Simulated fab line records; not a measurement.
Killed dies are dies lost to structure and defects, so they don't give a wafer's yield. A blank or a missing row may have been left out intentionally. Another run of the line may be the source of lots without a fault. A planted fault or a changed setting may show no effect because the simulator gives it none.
fab line records	flow gf180mcu
record: lots: 13	wafers: 39	last_day: 34
route steps=602 shown V1@352 M2@365
lots that met no fault: taken from a fault-free run of the same line
start_h: hours from the record's first day to the start of the lot's first wafer shown	wait_h: hours elapsed since this lot's preceding step	" as in the row above	L1.1+2: several wafers, shown together as one row	- no value, or no start was given	* or withheld: withheld	< > ~ a bound
route shown NAME@n: names a module that has steps shown in the file, with the first one's number in the route	usual: mean/standard deviation of fault-free wafers	same: alike in all rows	chamber/n: place in a boat	sites: per-site readings	_std_site: standard deviation across them	_edge_site: outer sites' mean less inner sites'	radius_mm: how far each site lies from the wafer's centre	mask NAME#n: copy n	behind: tool/chamber where the wafer was last shaped	hold: why the lot went on hold/how many hours it stayed there/how the hold came to an end	device: the transistor (n, p or np) that didn't switch	end of line: at the end of the route, the tests of the same wafers	step lacking rows: just its recipe	killed: at the first sort, the dies lost to defects and structure; wafer yield is something else	map: a wafer's dies, marking killed ones x, the rest . and places with no die _
set.NAME: setting as actually run; set.NAME@STEP: the setting as run at that earlier step	model.NAME: the simulator's own value behind a step, which no gauge read
a sample of lots followed through the steps of the route, with each step as a table and each wafer as a row
services: from which hour (start_h, from the record's first day; less than 0 if before it) a tool's chamber was out of use, for how many hours, and why
== steps ==
step: GF_V1_ETCH_17
recipe: chemistry: C4F8/O2/Ar	mask_material: KrF	target: SiO2	stop_on: TiN	source_w: 1500	bias_w: 1200	pressure_mtorr: 40	c4f8_flow_sccm: withheld	O2_flow_sccm: 6	Ar_flow_sccm: 300	time_s: withheld	target_depth_a: 6300
usual: oes_product_au: 0.856/0.005
lot.wafer	tool	chamber	start_h	wait_h	oes_product_au
L510.3	rie_diel-03	2	-	-	0.859
L510.4	"	0	"	"	0.853
L510.5	"	3	"	"	0.866
L511.1	rie_diel-03	1	-	-	0.857
L511.4	"	3	"	"	0.852
L511.5	"	1	"	"	0.851
L512.2	rie_diel-01	0	-	-	0.852
L512.5	"	0	"	"	0.853
L512.6	"	1	"	"	0.859
L513.1	rie_diel-04	3	-	-	0.850
L513.5	"	2	"	"	0.865
L513.6	"	1	"	"	0.862
L514.3	rie_diel-04	1	-	-	0.847
L514.5	"	3	"	"	0.857
L514.6	"	2	"	"	0.859
L515.1	rie_diel-04	1	-	-	0.860
L515.3	"	2	"	"	0.856
L515.6	"	1	"	"	0.853
L516.2	rie_diel-04	1	-	-	0.854
L516.4	"	0	"	"	0.859
L516.5	"	0	"	"	0.855
L520.3	rie_diel-04	0	-	-	0.862
L520.5	"	0	"	"	0.853
L520.6	"	1	"	"	0.854
L526.1	rie_diel-03	0	-	-	0.856
L526.2	"	3	"	"	0.853
L526.4	"	2	"	"	0.856
L529.1	rie_diel-01	0	-	-	0.856
L529.2	"	2	"	"	0.851
L529.6	"	2	"	"	0.852
L530.2	rie_diel-04	0	-	-	0.843
L530.3	"	3	"	"	0.860
L530.4	"	2	"	"	0.851
L532.3	rie_diel-04	2	-	-	0.845
L532.4	"	0	"	"	0.863
L532.6	"	2	"	"	0.860
L533.2	rie_diel-03	2	-	-	0.861
L533.3	"	0	"	"	0.862
L533.6	"	0	"	"	0.849
step: GF_M2_SPUTTER_03
recipe: material: Ti	target_thk_nm: 10	substrate_temp_c: 300	chamber_pressure_pa: 0.3	power_w: 3000	time_s: 6.7
usual: substrate_temp_c: 299.98/0.18	throttle_valve_pct: 30.3/1.5
lot.wafer	tool	chamber	start_h	wait_h	substrate_temp_c	throttle_valve_pct
L510.3	pvd_sputter-02	-	410.72	0.0	300.15	30.4
L510.4	"	-	"	"	299.64	31.1
L510.5	"	-	"	"	299.92	30.4
L511.1	pvd_sputter-03	-	422.74	0.0	299.86	30.2
L511.4	"	-	"	"	300.07	30.3
L511.5	"	-	"	"	300.20	30.0
L512.2	pvd_sputter-03	-	429.44	0.0	299.90	30.6
L512.5	"	-	"	"	299.98	29.5
L512.6	"	-	"	"	299.80	30.4
L513.1	pvd_sputter-02	-	440.60	0.0	299.82	31.2
L513.5	"	-	"	"	300.02	27.1
L513.6	"	-	"	"	300.00	31.2
L514.3	pvd_sputter-02	-	448.37	0.0	299.45	31.1
L514.5	"	-	"	"	299.83	31.2
L514.6	"	-	"	"	300.12	30.7
L515.1	pvd_sputter-04	-	459.23	0.0	299.66	31.6
L515.3	"	-	"	"	299.73	30.6
L515.6	"	-	"	"	299.76	31.9
L516.2	pvd_sputter-04	-	469.14	0.0	300.12	30.5
L516.4	"	-	"	"	299.87	31.7
L516.5	"	-	"	"	299.92	31.4
L520.3	pvd_sputter-02	-	506.72	0.0	300.10	27.1
L520.5	"	-	"	"	299.96	31.4
L520.6	"	-	"	"	299.93	30.9
L526.1	pvd_sputter-02	-	553.14	0.0	299.71	26.8
L526.2	"	-	"	"	300.05	30.7
L526.4	"	-	"	"	300.03	30.5
L529.1	pvd_sputter-03	-	573.29	0.0	300.02	29.4
L529.2	"	-	"	"	299.74	30.3
L529.6	"	-	"	"	299.79	30.6
L530.2	pvd_sputter-04	-	579.08	0.0	299.71	31.4
L530.3	"	-	"	"	300.18	29.8
L530.4	"	-	"	"	300.16	30.4
L532.3	pvd_sputter-04	-	597.89	0.0	300.05	29.6
L532.4	"	-	"	"	300.11	31.6
L532.6	"	-	"	"	299.81	31.4
L533.2	pvd_sputter-03	-	608.27	0.0	299.87	30.1
L533.3	"	-	"	"	299.85	30.3
L533.6	"	-	"	"	299.84	30.0
step: GF_M2_EXPOSE_11
recipe: mask_id: Metal2	target_cd_nm: 280	na: 0.68	source_shape: conventional	sigma_outer: 0.6	dose_mj: 28
usual: exposure_dose_mJ_cm2: 28.11/0.16	reticle_temp_C: 22.99/0.11
lot.wafer	tool	chamber	start_h	wait_h	mask	exposure_dose_mJ_cm2	reticle_temp_C
L510.3	krf_scanner-02	0	423.23	-	Metal2#0	27.94	22.87
L510.4	"	0	"	"	Metal2#0	27.96	22.88
L510.5	"	0	"	"	Metal2#0	27.96	22.89
L511.1	krf_scanner-02	0	434.91	-	Metal2#0	27.95	22.85
L511.4	"	0	"	"	Metal2#0	27.97	22.97
L511.5	"	0	"	"	Metal2#0	27.94	22.89
L512.2	krf_scanner-01	0	442.16	-	Metal2#0	28.23	22.95
L512.5	"	0	"	"	Metal2#0	28.25	23.04
L512.6	"	0	"	"	Metal2#0	28.28	22.97
L513.1	krf_scanner-02	0	453.19	-	Metal2#0	27.95	23.04
L513.5	"	0	"	"	Metal2#0	27.96	22.91
L513.6	"	0	"	"	Metal2#0	27.93	22.97
L514.3	krf_scanner-02	0	461.10	-	Metal2#0	27.93	22.86
L514.5	"	0	"	"	Metal2#0	27.98	23.00
L514.6	"	0	"	"	Metal2#0	27.94	22.89
L515.1	krf_scanner-02	0	471.51	-	Metal2#0	27.93	23.00
L515.3	"	0	"	"	Metal2#0	27.96	22.85
L515.6	"	0	"	"	Metal2#0	27.97	22.99
L516.2	krf_scanner-01	0	481.62	-	Metal2#0	28.26	22.93
L516.4	"	0	"	"	Metal2#0	28.22	23.02
L516.5	"	0	"	"	Metal2#0	28.24	23.01
L520.3	krf_scanner-01	0	518.01	-	Metal2#0	27.35	23.19
L520.5	"	0	"	"	Metal2#0	27.37	23.11
L520.6	"	0	"	"	Metal2#0	27.36	22.90
L526.1	krf_scanner-02	0	562.69	-	Metal2#0	27.92	22.95
L526.2	"	0	"	"	Metal2#0	27.96	22.85
L526.4	"	0	"	"	Metal2#0	27.97	22.76
L529.1	krf_scanner-02	0	584.79	-	Metal2#0	27.97	22.73
L529.2	"	0	"	"	Metal2#0	27.96	22.92
L529.6	"	0	"	"	Metal2#0	27.98	22.84
L530.2	krf_scanner-02	0	590.48	-	Metal2#0	27.93	23.03
L530.3	"	0	"	"	Metal2#0	27.93	22.82
L530.4	"	0	"	"	Metal2#0	27.94	22.98
L532.3	krf_scanner-02	0	609.13	-	Metal2#0	27.98	23.02
L532.4	"	0	"	"	Metal2#0	27.98	22.92
L532.6	"	0	"	"	Metal2#0	27.94	23.12
L533.2	krf_scanner-02	0	617.93	-	Metal2#0	27.92	23.13
L533.3	"	0	"	"	Metal2#0	27.88	23.06
L533.6	"	0	"	"	Metal2#0	27.92	23.05
step: GF_M2_CD_MEAS_14
recipe: target_cd_nm: 280
usual: cd_nm: 279.9/1.1
lot.wafer	tool	chamber	start_h	wait_h	cd_nm
L510.3	cd_sem-02	-	435.30	0.1	278.9
L510.4	"	-	"	"	281.6
L510.5	"	-	"	"	279.3
L511.1	cd_sem-02	-	447.17	0.1	279.7
L511.4	"	-	"	"	280.1
L511.5	"	-	"	"	280.0
L512.2	cd_sem-01	-	454.09	0.1	278.8
L512.5	"	-	"	"	280.2
L512.6	"	-	"	"	279.6
L513.1	cd_sem-02	-	465.16	0.1	281.5
L513.5	"	-	"	"	281.5
L513.6	"	-	"	"	281.3
L514.3	cd_sem-02	-	472.90	0.1	280.2
L514.5	"	-	"	"	280.3
L514.6	"	-	"	"	279.8
L515.1	cd_sem-02	-	483.61	0.1	279.2
L515.3	"	-	"	"	279.7
L515.6	"	-	"	"	278.3
L516.2	cd_sem-01	-	493.03	0.1	280.2
L516.4	"	-	"	"	279.6
L516.5	"	-	"	"	279.8
L520.3	cd_sem-01	-	529.80	0.1	284.8
L520.5	"	-	"	"	283.9
L520.6	"	-	"	"	284.2
L526.1	cd_sem-02	-	572.46	0.1	281.0
L526.2	"	-	"	"	280.5
L526.4	"	-	"	"	280.6
L529.1	cd_sem-01	-	594.42	0.1	278.4
L529.2	"	-	"	"	279.9
L529.6	"	-	"	"	279.4
L530.2	cd_sem-02	-	600.44	0.1	278.3
L530.3	"	-	"	"	278.2
L530.4	"	-	"	"	277.5
L532.3	cd_sem-01	-	618.65	0.1	281.2
L532.4	"	-	"	"	281.2
L532.6	"	-	"	"	281.6
L533.2	cd_sem-01	-	628.18	0.1	280.9
L533.3	"	-	"	"	281.6
L533.6	"	-	"	"	282.2
step: GF_M2_STRIP_17
recipe: chemistry: O2/N2	power_w: 1400	pressure_mtorr: 1500	platen_temp_c: 250	o2_flow_sccm: 3000	n2_flow_sccm: 300	overash_fraction: 0.5
usual: drypump_motor_current_A: 6.0/0.31	heater_power_w: 314/22	oes_product_au: 0.537/0.0049	platen_temp_c: 250.02/0.18	strip_time_to_endpoint_s: 7.38/0.054
lot.wafer	tool	chamber	start_h	wait_h	drypump_motor_current_A	heater_power_w	oes_product_au	platen_temp_c	rf_hours_counter_h	strip_time_to_endpoint_s
L510.3	plasma_asher-03	0	435.58	0.1	6.3	295	0.542	250.57	-	7.34
L510.4	"	1	"	"	6.0	355	0.530	249.64	-	7.26
L510.5	"	1	"	"	6.0	357	0.527	249.88	-	7.28
L511.1	plasma_asher-03	0	447.46	0.1	6.3	307	0.534	250.15	68	7.32
L511.4	"	1	"	"	6.0	347	0.530	249.99	-	7.36
L511.5	"	1	"	"	6.1	345	0.536	249.96	-	7.32
L512.2	plasma_asher-01	0	454.36	0.1	6.4	282	0.537	249.89	37	7.35
L512.5	"	1	"	"	6.0	341	0.537	250.04	-	7.33
L512.6	"	0	"	"	6.4	294	0.543	249.74	-	7.47
L513.1	plasma_asher-02	0	465.45	0.1	5.6	307	0.535	250.05	79	7.35
L513.5	"	1	"	"	5.6	318	0.536	249.71	-	7.35
L513.6	"	0	"	"	5.6	315	0.536	250.04	-	7.38
L514.3	plasma_asher-03	0	473.18	0.1	6.3	299	0.530	249.93	-	7.40
L514.5	"	1	"	"	6.0	346	0.532	250.09	-	7.37
L514.6	"	0	"	"	6.3	291	0.532	250.18	-	7.39
L515.1	plasma_asher-02	0	483.90	0.1	5.6	303	0.541	250.41	80	7.31
L515.3	"	0	"	"	5.6	306	0.535	250.32	-	7.42
L515.6	"	0	"	"	5.6	311	0.532	250.41	-	7.30
L516.2	plasma_asher-02	0	493.30	0.1	5.6	302	0.550	249.76	82	7.37
L516.4	"	1	"	"	5.6	309	0.539	250.15	-	7.40
L516.5	"	0	"	"	5.6	303	0.535	250.11	-	7.34
L520.3	plasma_asher-01	0	530.08	0.1	6.4	290	0.542	249.88	-	7.42
L520.5	"	0	"	"	6.4	287	0.541	249.97	-	7.41
L520.6	"	1	"	"	6.0	340	0.536	250.10	-	7.36
L526.1	plasma_asher-01	1	572.75	0.1	6.0	350	0.535	249.84	50	7.34
L526.2	"	0	"	"	6.4	289	0.538	250.06	50	7.41
L526.4	"	0	"	"	6.4	293	0.538	249.95	-	7.36
L529.1	plasma_asher-02	1	594.71	0.1	5.6	305	0.534	250.27	92	7.36
L529.2	"	0	"	"	5.6	296	0.537	249.83	92	7.48
L529.6	"	0	"	"	5.6	300	0.540	250.14	-	7.52
L530.2	plasma_asher-02	1	600.71	0.1	5.6	294	0.543	249.86	93	7.52
L530.3	"	1	"	"	5.6	299	0.534	249.97	-	7.40
L530.4	"	0	"	"	5.6	301	0.542	250.18	-	7.50
L532.3	plasma_asher-03	0	618.93	0.1	6.3	296	0.537	249.79	-	7.31
L532.4	"	1	"	"	6.1	344	0.540	250.13	-	7.48
L532.6	"	1	"	"	6.0	346	0.544	249.92	-	7.35
L533.2	plasma_asher-02	1	628.45	0.1	5.6	299	0.539	249.83	96	7.40
L533.3	"	0	"	"	5.6	307	0.535	250.08	-	7.37
L533.6	"	1	"	"	5.6	308	0.538	249.88	-	7.44
== services ==
tool	chamber	start_h	hours	kind
krf_scanner-02	-	390.60	1.3	pm
pvd_sputter-03	-	391.31	3.3	repair
rie_diel-04	1	399.72	4.8	repair
krf_scanner-02	-	415.11	4.0	pm
rie_diel-04	0	423.67	1.5	repair
rie_diel-03	2	430.26	5.7	repair
rie_diel-03	0	435.24	9.6	repair
krf_scanner-02	-	437.68	3.6	pm
krf_scanner-02	-	463.54	0.8	pm
plasma_asher-03	-	475.67	7.3	repair
pvd_sputter-02	-	477.59	2.3	repair
rie_diel-03	2	482.43	12.8	repair
plasma_asher-03	-	483.94	6.2	repair
plasma_asher-03	-	487.10	3.1	repair
pvd_sputter-02	-	488.66	2.4	repair
plasma_asher-03	-	502.02	1.8	repair
krf_scanner-02	-	517.89	0.4	repair
pvd_sputter-02	-	522.56	5.2	repair
pvd_sputter-04	-	541.07	0.5	repair
krf_scanner-02	-	550.31	1.0	pm
plasma_asher-03	-	557.86	4.2	repair
plasma_asher-03	-	558.26	4.1	repair
krf_scanner-02	-	566.50	1.3	pm
krf_scanner-02	-	591.22	1.4	repair
== key ==
first_sign: step: GF_M2_EXPOSE_11	reading: exposure_dose_mJ_cm2	direction: down	sigmas: 4.7	usual: 28.11	struck: 27.36
effect: step: GF_M2_CD_MEAS_14	reading: cd_nm	direction: up	sigmas: 4	usual: 279.9	struck: 284.3	through: control_loop
met_at GF_M2_EXPOSE_11
struck_lots L520
sort_left_out L520.3,L520.5,L520.6
loop_trim: step: GF_M2_EXPOSE_11	setting: dose	lots: L520
not_acting_at GF_V1_ETCH_17,GF_M2_SPUTTER_03,GF_M2_STRIP_17
onset_between 481.62 518.01
fault: kind: process_parameter_drift	tool: krf_scanner-01	chamber: -	onset_h: 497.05	steps: GF_M2_EXPOSE_11	channel: dose_mj	offset: -1.1301	shape: step	acts_in: these_recipes_only	stated: 28
sort_left_out: the simulated sort isn't trusted on such a fault, so these wafers' sort isn't shown, and their yield isn't known
loop_trim: a control loop set the setting to another value than it would have without faults
